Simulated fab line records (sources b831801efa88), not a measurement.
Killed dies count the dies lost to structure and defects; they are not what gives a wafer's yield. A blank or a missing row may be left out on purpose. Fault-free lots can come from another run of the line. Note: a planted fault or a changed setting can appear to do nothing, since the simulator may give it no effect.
fab line records -- flow sky130
[record] lots = 12, wafers = 36, last-day = 49
route steps=708 shown SD_N@354 LI_CONTACT@371 PAD_OPEN@708
lots with no fault: from the same line, run without faults
start-h: hours from the record's first day to the start of the lot's first wafer shown -- wait-h: hours since the lot's step before -- " identical to the entry in the row above -- L1.1+2: a single row standing in for several wafers -- - value missing, or start not given -- * or withheld: withheld -- < > ~ a bound
route shown NAME@n: a module of which the file shows steps, and the number in the route of the first -- usual: mean/standard deviation of fault-free wafers -- same: alike in all rows -- chamber/n: place in a boat -- sites: the reading at each site -- _std_site: how widely they spread, as a standard deviation -- _edge_site: the outer-site mean with the inner-site mean subtracted -- radius-mm: for every site, how far away it sits from the centre of the wafer -- mask NAME#n: copy n -- behind: the tool/chamber that last shaped the wafer -- hold: why the lot went on hold/how many hours it stayed there/how the hold came to an end -- device: the transistor (n, p or np) that didn't switch -- end of line: at the end of the route, the tests of the same wafers -- step lacking rows: just its recipe -- killed: not the wafer's yield, but the dies lost to structure and defects at the first sort -- map: the dies of a wafer, with x for killed, . for not killed, _ for no die there
set.NAME: the setting that was run; set.NAME@STEP: the one run at that earlier step -- model.NAME: the simulator's own value behind a step, which no gauge read
one table for each step of the route and one row for each wafer, over a sample of lots
services: the hour from which a tool's chamber was out of use, counted from the record's first day as start-h (under 0 if before that day), plus the number of hours and why
[[steps]]
[step SKY_SD_N_TW_MEAS_12]
[usual] SD_N_TW = 3944/32
lot.wafer,tool,chamber,start-h,wait-h,SD_N_TW
L420.3,film-metro-01,-,639.09,0.1,4015
L420.4,film-metro-01,-,639.09,0.1,4023
L420.5,film-metro-01,-,639.09,0.1,3999
L421.4,film-metro-02,-,659.10,0.1,3957
L421.5,film-metro-02,-,659.10,0.1,3976
L421.6,film-metro-02,-,659.10,0.1,3973
L422.1,film-metro-02,-,660.06,0.1,3943
L422.3,film-metro-02,-,660.06,0.1,3947
L422.5,film-metro-02,-,660.06,0.1,3960
L425.1,film-metro-01,-,695.27,0.1,3991
L425.3,film-metro-01,-,695.27,0.1,3982
L425.5,film-metro-01,-,695.27,0.1,3994
L427.1,film-metro-03,-,704.86,0.1,3921
L427.2,film-metro-03,-,704.86,0.1,3940
L427.4,film-metro-03,-,704.86,0.1,3924
L431.1,film-metro-01,-,740.92,0.1,3963
L431.5,film-metro-01,-,740.92,0.1,3999
L431.6,film-metro-01,-,740.92,0.1,4007
L434.1,film-metro-03,-,761.12,0.1,3902
L434.2,film-metro-03,-,761.12,0.1,3895
L434.4,film-metro-03,-,761.12,0.1,3909
L435.2,film-metro-03,-,769.18,0.1,3919
L435.4,film-metro-03,-,769.18,0.1,3924
L435.5,film-metro-03,-,769.18,0.1,3922
L438.1,film-metro-01,-,780.97,0.1,3938
L438.5,film-metro-01,-,780.97,0.1,3955
L438.6,film-metro-01,-,780.97,0.1,3955
L437.1,film-metro-02,-,785.31,0.1,3940
L437.2,film-metro-02,-,785.31,0.1,3931
L437.3,film-metro-02,-,785.31,0.1,3921
L440.1,film-metro-01,-,800.56,0.1,3959
L440.3,film-metro-01,-,800.56,0.1,3937
L440.4,film-metro-01,-,800.56,0.1,3976
L441.2,film-metro-03,-,807.02,0.1,3912
L441.3,film-metro-03,-,807.02,0.1,3912
L441.5,film-metro-03,-,807.02,0.1,3932
[step SKY_LI_CONTACT_EXPOSE_09]
[recipe] mask-id = LICM1, na = 0.8, source-shape = annular, sigma-inner = 0.55, sigma-outer = 0.85, target-cd-nm = 170, dose-mj = 38
[same] sigma-outer = 0.85
lot.wafer,tool,chamber,start-h,wait-h,mask
L420.3+4+5,krf-scanner-02,0,656.34,-,LICM1#0
L421.4+5+6,krf-scanner-02,0,674.62,-,LICM1#0
L422.1+3+5,krf-scanner-01,0,676.39,-,LICM1#0
L425.1+3+5,krf-scanner-01,0,709.97,-,LICM1#0
L427.1+2+4,krf-scanner-01,0,719.06,-,LICM1#0
L431.1+5+6,krf-scanner-01,0,755.13,-,LICM1_R1#0
L434.1+2+4,krf-scanner-02,0,775.04,-,LICM1#0
L435.2+4+5,krf-scanner-02,0,783.59,-,LICM1#0
L438.1+5+6,krf-scanner-01,0,795.95,-,LICM1#0
L437.1+2+3,krf-scanner-01,0,799.83,-,LICM1#0
L440.1+3+4,krf-scanner-02,0,815.75,-,LICM1#0
L441.2+3+5,krf-scanner-01,0,822.01,-,LICM1#0
[step SKY_LI_CONTACT_CD_MEAS_12]
[recipe] target-cd-nm = 170
[usual] cd-nm = 169.7/1.6
lot.wafer,tool,chamber,start-h,wait-h,hold,cd-nm
L420.3,cd-sem-02,-,669.51,-,-,172.4
L420.4,cd-sem-02,-,669.51,-,-,171.7
L420.5,cd-sem-02,-,669.51,-,-,172.3
L421.4,cd-sem-02,-,687.83,-,-,170.1
L421.5,cd-sem-02,-,687.83,-,-,170.4
L421.6,cd-sem-02,-,687.83,-,-,170.1
L422.1,cd-sem-02,-,689.82,-,-,172.3
L422.3,cd-sem-02,-,689.82,-,-,171.1
L422.5,cd-sem-02,-,689.82,-,-,171.7
L425.1,cd-sem-01,-,722.87,-,-,169.7
L425.3,cd-sem-01,-,722.87,-,-,168.6
L425.5,cd-sem-01,-,722.87,-,-,168.1
L427.1,cd-sem-02,-,732.93,-,-,168.4
L427.2,cd-sem-02,-,732.93,-,-,169.4
L427.4,cd-sem-02,-,732.93,-,-,168.5
L431.1,cd-sem-01,-,768.31,-,await-dispo/0.2h/release,135.2
L431.5,cd-sem-01,-,768.31,-,await-dispo/0.2h/release,133.8
L431.6,cd-sem-01,-,768.31,-,await-dispo/0.2h/release,134.2
L431.1,cd-sem-01,-,768.60,0.3,-,134.9
L431.5,cd-sem-01,-,768.60,0.3,-,134.1
L431.6,cd-sem-01,-,768.60,0.3,-,134.2
L434.1,cd-sem-02,-,788.53,-,-,169.2
L434.2,cd-sem-02,-,788.53,-,-,170.5
L434.4,cd-sem-02,-,788.53,-,-,169.9
L435.2,cd-sem-02,-,796.68,-,-,169.9
L435.4,cd-sem-02,-,796.68,-,-,169.0
L435.5,cd-sem-02,-,796.68,-,-,168.5
L438.1,cd-sem-02,-,808.66,-,-,172.5
L438.5,cd-sem-02,-,808.66,-,-,172.9
L438.6,cd-sem-02,-,808.66,-,-,171.1
L437.1,cd-sem-02,-,813.08,-,-,172.7
L437.2,cd-sem-02,-,813.08,-,-,173.9
L437.3,cd-sem-02,-,813.08,-,-,172.8
L440.1,cd-sem-02,-,828.93,-,-,169.8
L440.3,cd-sem-02,-,828.93,-,-,169.5
L440.4,cd-sem-02,-,828.93,-,-,170.1
L441.2,cd-sem-01,-,835.04,-,-,167.4
L441.3,cd-sem-01,-,835.04,-,-,168.3
L441.5,cd-sem-01,-,835.04,-,-,168.2
[step SKY_LI_CONTACT_SPUTTER_19]
[recipe] material = Ti, target-thk-nm = 20, chamber-pressure-pa = 5, power-w = 2500, substrate-temp-c = 200, time-s = 106.37
[usual] throttle-valve-pct = 30.1/0.96
lot.wafer,tool,chamber,start-h,wait-h,throttle-valve-pct
L420.3,pvd-sputter-03,-,670.04,0.0,29.8
L420.4,pvd-sputter-03,-,670.04,0.0,29.1
L420.5,pvd-sputter-03,-,670.04,0.0,29.4
L421.4,pvd-sputter-02,-,688.40,0.0,31.0
L421.5,pvd-sputter-02,-,688.40,0.0,29.5
L421.6,pvd-sputter-02,-,688.40,0.0,31.1
L422.1,pvd-sputter-04,-,690.39,0.0,28.5
L422.3,pvd-sputter-04,-,690.39,0.0,29.1
L422.5,pvd-sputter-04,-,690.39,0.0,31.2
L425.1,pvd-sputter-04,-,723.44,0.0,30.1
L425.3,pvd-sputter-04,-,723.44,0.0,29.1
L425.5,pvd-sputter-04,-,723.44,0.0,28.7
L427.1,pvd-sputter-04,-,733.50,0.0,29.2
L427.2,pvd-sputter-04,-,733.50,0.0,30.0
L427.4,pvd-sputter-04,-,733.50,0.0,31.1
L431.1,pvd-sputter-04,-,773.87,0.0,29.1
L431.5,pvd-sputter-04,-,773.87,0.0,29.0
L431.6,pvd-sputter-04,-,773.87,0.0,30.3
L434.1,pvd-sputter-02,-,789.10,0.0,31.1
L434.2,pvd-sputter-02,-,789.10,0.0,31.2
L434.4,pvd-sputter-02,-,789.10,0.0,31.1
L435.2,pvd-sputter-04,-,797.26,0.0,29.4
L435.4,pvd-sputter-04,-,797.26,0.0,31.0
L435.5,pvd-sputter-04,-,797.26,0.0,31.2
L438.1,pvd-sputter-04,-,809.24,0.0,30.0
L438.5,pvd-sputter-04,-,809.24,0.0,30.2
L438.6,pvd-sputter-04,-,809.24,0.0,29.1
L437.1,pvd-sputter-04,-,813.69,0.0,29.0
L437.2,pvd-sputter-04,-,813.69,0.0,31.4
L437.3,pvd-sputter-04,-,813.69,0.0,30.3
L440.1,pvd-sputter-03,-,829.50,0.0,29.7
L440.3,pvd-sputter-03,-,829.50,0.0,30.8
L440.4,pvd-sputter-03,-,829.50,0.0,30.9
L441.2,pvd-sputter-02,-,835.63,0.0,31.1
L441.3,pvd-sputter-02,-,835.63,0.0,31.2
L441.5,pvd-sputter-02,-,835.63,0.0,31.1
[step SKY_LI_CONTACT_CMP_24]
[recipe] stop-on = PSG, t-overpolish-s = 20, down-force-psi = 3.5, platen-rpm = 60, target-thk-nm = 0, pad-velocity-m-s = 0.94248
[usual] motor-current-A = 11.5/1.1, overpolish-run-s = 20.000/0.009, time-to-endpoint-s = 99/5.6
lot.wafer,tool,chamber,start-h,wait-h,motor-current-A,overpolish-run-s,time-to-endpoint-s
L420.4,cmp-02,0,670.81,0.3,12.0,20.002,98
L420.3,cmp-02,1,670.81,0.3,11.6,20.004,96
L420.5,cmp-02,3,670.81,0.3,12.2,19.980,95
L421.4,cmp-02,1,688.95,0.1,11.6,20.008,95
L421.5,cmp-02,1,688.95,0.1,11.4,20.006,94
L421.6,cmp-02,2,688.95,0.1,9.9,19.995,104
L422.1,cmp-02,3,690.89,0.1,11.7,20.008,100
L422.3,cmp-02,0,690.89,0.1,11.6,20.005,101
L422.5,cmp-02,3,690.89,0.1,11.7,20.001,97
L425.1,cmp-02,2,723.94,0.1,10.5,20.007,98
L425.3,cmp-02,0,723.94,0.1,12.5,20.000,90
L425.5,cmp-02,1,723.94,0.1,11.6,19.999,92
L427.2,cmp-01,1,733.95,0.0,11.4,20.005,96
L427.1,cmp-01,3,733.95,0.0,13.3,19.983,100
L427.4,cmp-01,0,733.95,0.0,9.6,19.999,105
L431.1,cmp-01,1,774.98,0.7,11.4,20.006,92
L431.6,cmp-01,2,774.98,0.7,12.0,20.000,104
L431.5,cmp-01,3,774.98,0.7,12.8,20.016,105
L434.4,cmp-02,3,789.55,0.0,11.4,20.016,95
L434.2,cmp-02,0,789.55,0.0,13.1,19.991,93
L434.1,cmp-02,1,789.55,0.0,11.5,19.980,95
L435.4,cmp-02,0,797.74,0.1,11.8,19.988,95
L435.2,cmp-02,2,797.74,0.1,10.5,20.004,99
L435.5,cmp-02,0,797.74,0.1,12.8,20.001,95
L438.1,cmp-02,2,809.69,0.1,10.0,20.009,105
L438.5,cmp-02,2,809.69,0.1,10.1,20.006,103
L438.6,cmp-02,3,809.69,0.1,11.4,19.991,104
L437.1,cmp-02,2,814.27,0.1,10.3,20.010,103
L437.2,cmp-02,0,814.27,0.1,12.5,20.010,93
L437.3,cmp-02,1,814.27,0.1,11.3,19.990,97
L440.3,cmp-01,0,829.99,0.0,9.7,20.008,102
L440.1,cmp-01,1,829.99,0.0,11.3,20.005,89
L440.4,cmp-01,3,829.99,0.0,12.8,20.001,94
L441.3,cmp-02,0,836.12,0.1,12.5,20.009,99
L441.2,cmp-02,2,836.12,0.1,10.7,20.008,103
L441.5,cmp-02,0,836.12,0.1,12.2,20.003,97
[step SKY_PAD_OPEN_PROBE_99]
[usual] killed_at_M0_to_M3 = 44/7.9, killed_at_M4_up = 3.1/2, killed-at-contacts = 23/4.9, killed-at-front-end = 15/3.9, killed-at-other = 0.2/0.49, killed-dies = 86/10, killed-on-rim = 17/3.9, killed-open = 47/7.1, killed-short = 39/7.1
[same] gross-dies = 492, killed-at-back-side = 0
lot.wafer,tool,chamber,start-h,wait-h,hold,killed_at_M0_to_M3,killed_at_M4_up,killed-at-contacts,killed-at-front-end,killed-at-other,killed-dies,killed-on-rim,killed-open,killed-short
L420.3,prober-02,-,1071.68,0.2,-,49,1,28,15,0,93,18,50,43
L420.4,prober-02,-,1071.73,0.2,-,52,5,26,15,2,100,22,50,50
L420.5,prober-02,-,1071.78,0.2,-,40,0,21,16,0,77,22,44,33
L421.4,prober-01,-,1082.63,0.2,-,29,5,22,19,1,76,12,49,24
L421.5,prober-01,-,1082.68,0.2,-,45,2,23,17,1,88,22,47,41
L421.6,prober-01,-,1082.73,0.2,-,32,7,16,18,0,73,14,31,42
L422.1,prober-02,-,1084.79,0.1,-,34,1,24,15,0,74,22,39,34
L422.3,prober-02,-,1084.89,0.2,-,49,1,18,9,0,77,16,43,34
L422.5,prober-02,-,1084.99,0.2,-,47,5,25,19,0,96,19,46,50
L425.1,prober-01,-,1110.44,0.1,-,37,3,21,18,0,79,17,41,37
L425.3,prober-01,-,1110.54,0.2,-,57,3,20,15,1,96,21,55,41
L425.5,prober-01,-,1110.64,0.2,-,42,5,35,7,0,89,14,46,43
L427.1,prober-01,-,1117.27,0.1,-,39,2,22,16,0,79,18,43,36
L427.2,prober-01,-,1117.32,0.1,-,60,3,26,13,0,102,18,49,53
L427.4,prober-01,-,1117.42,0.2,-,44,0,24,19,0,87,17,49,38
L431.1,prober-01,-,1142.82,0.1,await-dispo/1.6h/release,44,3,338,11,1,397,57,49,36
L431.5,prober-01,-,1143.02,0.2,await-dispo/1.6h/release,44,5,345,16,0,410,67,47,44
L431.6,prober-01,-,1143.07,0.2,await-dispo/1.6h/release,38,0,340,16,0,394,64,54,26
L434.1,prober-02,-,1157.88,0.1,-,42,2,23,13,0,80,22,54,26
L434.2,prober-02,-,1157.93,0.1,-,34,6,25,24,1,90,17,48,42
L434.4,prober-02,-,1158.03,0.2,-,51,2,26,14,0,93,17,51,42
L435.2,prober-01,-,1163.30,0.1,-,41,0,21,16,0,78,16,46,32
L435.4,prober-01,-,1163.40,0.2,-,46,2,16,13,0,77,16,42,35
L435.5,prober-01,-,1163.45,0.2,-,46,4,30,15,1,96,22,52,44
L438.1,prober-01,-,1170.67,0.1,-,39,5,27,12,0,83,17,45,38
L438.5,prober-01,-,1170.87,0.2,-,44,2,21,13,0,80,14,43,37
L438.6,prober-01,-,1170.92,0.2,-,55,1,17,17,0,90,20,57,33
L437.1,prober-02,-,1173.83,0.1,-,41,3,20,25,0,89,22,51,38
L437.2,prober-02,-,1173.88,0.1,-,42,2,22,16,0,82,11,41,41
L437.3,prober-02,-,1173.93,0.2,-,34,2,22,15,0,73,20,43,30
L440.1,prober-02,-,1184.29,0.1,-,46,4,25,17,0,92,13,46,46
L440.3,prober-02,-,1184.39,0.2,-,40,4,19,11,0,74,14,44,30
L440.4,prober-02,-,1184.44,0.2,-,55,7,15,14,0,91,14,47,44
L441.2,prober-01,-,1186.37,0.1,-,39,5,20,17,0,81,15,46,35
L441.3,prober-01,-,1186.42,0.2,-,36,0,21,11,1,69,9,41,28
L441.5,prober-01,-,1186.52,0.2,-,38,2,17,21,1,79,12,44,34
// killed by level:class
L420.3 VIA1:geometric-particle:open=15 LI_CONTACT:geometric-particle:open=10 METAL2:geometric-particle:short=8 CONTACT:geometric-particle:open=7 FIELD_ISO:geometric-particle:short=6 FIELD_ISO:geometric-particle:open=4 POLY_GATE:geometric-particle:short=4 LOCAL_INTERCONNECT:geometric-particle:short=4
L420.4 VIA1:geometric-particle:open=12 METAL2:geometric-particle:short=10 VIA3:geometric-particle:open=8 LI_CONTACT:geometric-particle:open=8 METAL1:geometric-particle:short=6 CONTACT:geometric-particle:open=6 FIELD_ISO:geometric-particle:short=4 POLY_GATE:geometric-particle:open=4
L420.5 VIA1:geometric-particle:open=9 VIA3:geometric-particle:open=8 LI_CONTACT:geometric-particle:open=7 CONTACT:geometric-particle:open=7 POLY_GATE:geometric-particle:open=5 VIA1:geometric-particle:short=5 FIELD_ISO:geometric-particle:short=4 CONTACT:geometric-particle:short=4
L421.4 VIA1:geometric-particle:open=10 VIA2:geometric-particle:open=9 FIELD_ISO:geometric-particle:open=7 CONTACT:geometric-particle:open=7 LI_CONTACT:geometric-particle:open=6 LOCAL_INTERCONNECT:geometric-particle:short=4 POLY_GATE:geometric-particle:short=3 CONTACT:geometric-particle:short=3
L421.5 VIA2:geometric-particle:open=11 VIA1:geometric-particle:open=9 VIA3:geometric-particle:open=7 CONTACT:geometric-particle:short=7 VIA1:geometric-particle:short=6 FIELD_ISO:geometric-particle:short=5 LOCAL_INTERCONNECT:geometric-particle:short=5 LI_CONTACT:geometric-particle:open=4
L421.6 VIA1:geometric-particle:short=8 VIA1:geometric-particle:open=7 METAL4:geometric-particle:short=6 FIELD_ISO:geometric-particle:open=5 LOCAL_INTERCONNECT:geometric-particle:short=5 FIELD_ISO:geometric-particle:short=4 LI_CONTACT:geometric-particle:short=4 LI_CONTACT:geometric-particle:open=4
L422.1 CONTACT:geometric-particle:open=8 FIELD_ISO:geometric-particle:open=7 VIA1:geometric-particle:open=7 VIA1:geometric-particle:short=6 CONTACT:geometric-particle:short=5 LOCAL_INTERCONNECT:geometric-particle:short=5 FIELD_ISO:geometric-particle:short=4 VIA2:geometric-particle:open=4
L422.3 VIA1:geometric-particle:open=10 METAL2:geometric-particle:short=8 VIA2:geometric-particle:open=7 LI_CONTACT:geometric-particle:open=6 CONTACT:geometric-particle:open=6 METAL1:geometric-particle:short=6 VIA1:geometric-particle:short=6 VIA3:geometric-particle:open=6
L422.5 VIA1:geometric-particle:open=11 CONTACT:geometric-particle:open=9 VIA3:geometric-particle:open=8 FIELD_ISO:geometric-particle:short=7 LI_CONTACT:geometric-particle:open=6 VIA1:geometric-particle:short=6 VIA2:geometric-particle:short=6 LI_CONTACT:geometric-particle:short=5
L425.1 VIA1:geometric-particle:open=9 FIELD_ISO:geometric-particle:open=6 LI_CONTACT:geometric-particle:open=6 CONTACT:geometric-particle:open=5 METAL1:geometric-particle:short=5 LI_CONTACT:geometric-particle:short=4 SPACER:geometric-particle:short=4 METAL2:geometric-particle:short=4
L425.3 VIA1:geometric-particle:open=19 VIA2:geometric-particle:open=10 CONTACT:geometric-particle:open=6 METAL2:geometric-particle:short=6 LOCAL_INTERCONNECT:geometric-particle:short=5 VIA3:geometric-particle:open=5 FIELD_ISO:geometric-particle:short=4 POLY_GATE:geometric-particle:open=4
L425.5 VIA1:geometric-particle:open=14 LI_CONTACT:geometric-particle:short=9 CONTACT:geometric-particle:open=9 VIA2:geometric-particle:open=9 LOCAL_INTERCONNECT:geometric-particle:short=6 METAL4:geometric-particle:short=5 LI_CONTACT:geometric-particle:open=5 METAL1:geometric-particle:short=5
L427.1 CONTACT:geometric-particle:open=10 VIA1:geometric-particle:open=10 VIA3:geometric-particle:open=6 POLY_GATE:geometric-particle:short=5 LI_CONTACT:geometric-particle:open=5 VIA2:geometric-particle:open=5 METAL1:geometric-particle:short=5 LOCAL_INTERCONNECT:geometric-particle:short=4
L427.2 CONTACT:geometric-particle:open=15 METAL1:geometric-particle:short=13 VIA1:geometric-particle:open=13 VIA1:geometric-particle:short=7 METAL3:geometric-particle:short=6 VIA3:geometric-particle:open=6 METAL2:geometric-particle:short=5 CONTACT:geometric-particle:short=4
L427.4 CONTACT:geometric-particle:open=10 METAL2:geometric-particle:short=9 LI_CONTACT:geometric-particle:open=7 VIA2:geometric-particle:open=6 VIA3:geometric-particle:open=6 METAL1:geometric-particle:short=5 VIA1:geometric-particle:open=5 FIELD_ISO:geometric-particle:short=4
L431.1 LI_CONTACT:area-expose=311 CONTACT:geometric-particle:open=10 VIA1:geometric-particle:open=10 VIA3:geometric-particle:open=10 LI_CONTACT:geometric-particle:open=9 CONTACT:geometric-particle:short=5 METAL1:geometric-particle:short=5 VIA1:geometric-particle:short=5
L431.5 LI_CONTACT:area-expose=318 VIA1:geometric-particle:open=12 CONTACT:geometric-particle:short=8 VIA1:geometric-particle:short=8 FIELD_ISO:geometric-particle:short=7 CONTACT:geometric-particle:open=7 LI_CONTACT:geometric-particle:open=7 FIELD_ISO:geometric-particle:open=6
L431.6 LI_CONTACT:area-expose=314 VIA3:geometric-particle:open=10 CONTACT:geometric-particle:open=8 VIA1:geometric-particle:open=8 FIELD_ISO:geometric-particle:open=7 LI_CONTACT:geometric-particle:open=7 CONTACT:geometric-particle:short=5 METAL1:geometric-particle:short=4
L434.1 CONTACT:geometric-particle:open=14 VIA1:geometric-particle:open=12 VIA2:geometric-particle:open=8 VIA3:geometric-particle:open=6 FIELD_ISO:geometric-particle:short=5 LI_CONTACT:geometric-particle:open=4 CONTACT:geometric-particle:short=4 METAL1:geometric-particle:short=4
L434.2 CONTACT:geometric-particle:open=10 POLY_GATE:geometric-particle:open=9 VIA1:geometric-particle:open=8 VIA2:geometric-particle:open=6 FIELD_ISO:geometric-particle:short=5 METAL2:geometric-particle:short=5 CONTACT:geometric-particle:short=5 POLY_GATE:geometric-particle:short=4
L434.4 VIA1:geometric-particle:open=13 VIA2:geometric-particle:open=9 VIA3:geometric-particle:open=8 CONTACT:geometric-particle:open=7 METAL2:geometric-particle:short=6 LI_CONTACT:geometric-particle:short=5 LOCAL_INTERCONNECT:geometric-particle:short=5 CONTACT:geometric-particle:short=5
L435.2 CONTACT:geometric-particle:open=9 VIA3:geometric-particle:open=8 VIA1:geometric-particle:open=7 VIA2:geometric-particle:open=7 FIELD_ISO:geometric-particle:short=5 METAL1:geometric-particle:short=5 POLY_GATE:geometric-particle:open=4 LI_CONTACT:geometric-particle:open=4
L435.4 CONTACT:geometric-particle:open=8 VIA2:geometric-particle:open=8 VIA1:geometric-particle:open=7 METAL1:geometric-particle:short=6 VIA1:geometric-particle:short=6 VIA3:geometric-particle:open=6 LI_CONTACT:geometric-particle:open=5 METAL3:geometric-particle:short=5
L435.5 CONTACT:geometric-particle:open=9 VIA2:geometric-particle:open=9 LI_CONTACT:geometric-particle:open=8 LI_CONTACT:geometric-particle:short=7 METAL2:geometric-particle:short=6 VIA3:geometric-particle:short=6 VIA3:geometric-particle:open=6 POLY_GATE:geometric-particle:short=4
L438.1 CONTACT:geometric-particle:open=15 VIA1:geometric-particle:open=9 CONTACT:geometric-particle:short=6 VIA2:geometric-particle:open=6 METAL2:geometric-particle:short=5 VIA3:geometric-particle:open=5 FIELD_ISO:geometric-particle:short=4 VIA3:geometric-particle:short=4
L438.5 VIA1:geometric-particle:open=12 CONTACT:geometric-particle:open=10 VIA1:geometric-particle:short=10 CONTACT:geometric-particle:short=6 FIELD_ISO:geometric-particle:open=5 METAL1:geometric-particle:short=4 VIA2:geometric-particle:open=4 VIA3:geometric-particle:open=3
L438.6 VIA1:geometric-particle:open=18 FIELD_ISO:geometric-particle:open=11 METAL2:geometric-particle:short=9 LI_CONTACT:geometric-particle:open=8 VIA3:geometric-particle:open=8 VIA2:geometric-particle:short=6 FIELD_ISO:geometric-particle:short=5 VIA2:geometric-particle:open=5
L437.1 FIELD_ISO:geometric-particle:open=9 VIA1:geometric-particle:open=9 CONTACT:geometric-particle:open=7 CONTACT:geometric-particle:short=7 VIA2:geometric-particle:open=7 FIELD_ISO:geometric-particle:short=6 VIA1:geometric-particle:short=5 POLY_GATE:geometric-particle:short=5
L437.2 CONTACT:geometric-particle:open=13 VIA1:geometric-particle:open=10 METAL2:geometric-particle:short=8 VIA2:geometric-particle:open=6 FIELD_ISO:geometric-particle:short=4 POLY_GATE:geometric-particle:short=4 POLY_GATE:geometric-particle:open=4 LI_CONTACT:geometric-particle:open=4
L437.3 CONTACT:geometric-particle:open=9 LI_CONTACT:geometric-particle:open=7 POLY_GATE:geometric-particle:open=6 METAL2:geometric-particle:short=6 VIA2:geometric-particle:open=6 VIA3:geometric-particle:open=6 CONTACT:geometric-particle:short=5 FIELD_ISO:geometric-particle:open=4
L440.1 VIA3:geometric-particle:open=9 VIA2:geometric-particle:open=8 VIA1:geometric-particle:open=8 LI_CONTACT:geometric-particle:open=7 FIELD_ISO:geometric-particle:short=5 LOCAL_INTERCONNECT:geometric-particle:short=5 CONTACT:geometric-particle:short=5 METAL2:geometric-particle:short=5
L440.3 VIA2:geometric-particle:open=10 CONTACT:geometric-particle:open=6 VIA1:geometric-particle:open=6 METAL2:geometric-particle:short=6 LI_CONTACT:geometric-particle:open=6 VIA3:geometric-particle:open=5 VIA2:geometric-particle:short=5 FIELD_ISO:geometric-particle:open=4
L440.4 VIA1:geometric-particle:open=15 VIA3:geometric-particle:open=13 VIA2:geometric-particle:open=8 VIA1:geometric-particle:short=6 CONTACT:geometric-particle:short=6 METAL4:geometric-particle:short=6 FIELD_ISO:geometric-particle:short=4 POLY_GATE:geometric-particle:short=4
L441.2 VIA3:geometric-particle:open=11 CONTACT:geometric-particle:open=8 VIA1:geometric-particle:open=7 VIA2:geometric-particle:open=6 LOCAL_INTERCONNECT:geometric-particle:short=5 POLY_GATE:geometric-particle:short=4 SPACER:geometric-particle:short=4 METAL1:geometric-particle:short=4
L441.3 VIA1:geometric-particle:open=8 METAL2:geometric-particle:short=8 CONTACT:geometric-particle:open=7 LI_CONTACT:geometric-particle:open=7 VIA3:geometric-particle:open=5 POLY_GATE:geometric-particle:open=4 POLY_GATE:geometric-particle:short=4 VIA2:geometric-particle:open=4
L441.5 VIA1:geometric-particle:open=13 CONTACT:geometric-particle:open=7 FIELD_ISO:geometric-particle:open=6 METAL1:geometric-particle:short=6 POLY_GATE:geometric-particle:open=5 METAL3:geometric-particle:short=5 FIELD_ISO:geometric-particle:short=4 LI_CONTACT:geometric-particle:open=4
[[services]]
tool,chamber,start-h,hours,kind
cmp-01,-,632.79,74.2,repair
cmp-02,-,638.83,2.9,repair
krf-scanner-01,-,643.03,3.6,pm
krf-scanner-02,-,646.67,4.0,pm
pvd-sputter-04,-,649.57,4.6,repair
krf-scanner-01,-,658.71,1.1,repair
cmp-01,-,658.81,0.6,repair
krf-scanner-02,-,664.32,0.5,repair
krf-scanner-02,-,687.59,0.5,repair
krf-scanner-02,-,688.13,1.0,pm
krf-scanner-01,-,703.13,1.0,pm
cmp-02,-,706.13,1.9,repair
cmp-01,-,708.11,3.7,pm
cmp-02,-,712.37,2.4,repair
cmp-01,-,717.94,0.8,repair
krf-scanner-02,-,726.05,1.3,pm
krf-scanner-02,-,742.64,4.6,repair
krf-scanner-01,-,747.37,1.3,pm
krf-scanner-02,-,748.67,0.8,pm
cmp-02,-,751.89,4.0,pm
cmp-02,-,756.56,0.6,repair
krf-scanner-01,-,792.43,0.8,pm
cmp-02,-,801.43,4.5,pm
pvd-sputter-04,-,820.25,0.6,repair
[[key]]
[first-sign] step = SKY_LI_CONTACT_EXPOSE_09, reading = mask, direction = changed
[effect] step = SKY_LI_CONTACT_CD_MEAS_12, reading = visit, direction = added
[effect] step = SKY_LI_CONTACT_CD_MEAS_12, reading = cd-nm, direction = down, sigmas = 22, usual = 169.7, struck = 134.4
[effect] step = SKY_PAD_OPEN_PROBE_99, reading = killed-at-contacts, direction = up, sigmas = 65, usual = 23, struck = 341
[more-kills-born-at] SKY_LI_CONTACT_EXPOSE_09@krf-scanner-01 = 943
met-at SKY_LI_CONTACT_EXPOSE_09
struck-lots L431
later-rows-left-out L431.1,L431.5,L431.6
tester-left-out L431
not-acting-at SKY_SD_N_TW_MEAS_12,SKY_LI_CONTACT_SPUTTER_19,SKY_LI_CONTACT_CMP_24
onset-between 719.06 755.13
[fault] kind = wrong-mask, tool = any, chamber = -, onset-h = 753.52, steps = SKY_LI_CONTACT_EXPOSE_09, aux-copy = LICM1_R1#0, cd-offset-nm = -34, scope = struck-lots-only
// tester-left-out: of these lots the tester's yield and bins aren't shown, on N5 and GAA mostly nor the transistor test; their killed dies are dies lost to structure and defects alone, not to doping, threshold or leakage, so they don't give the yield
// later-rows-left-out: the simulator's readings of these wafers behind a module that went badly wrong aren't trusted and aren't shown, but for the sort
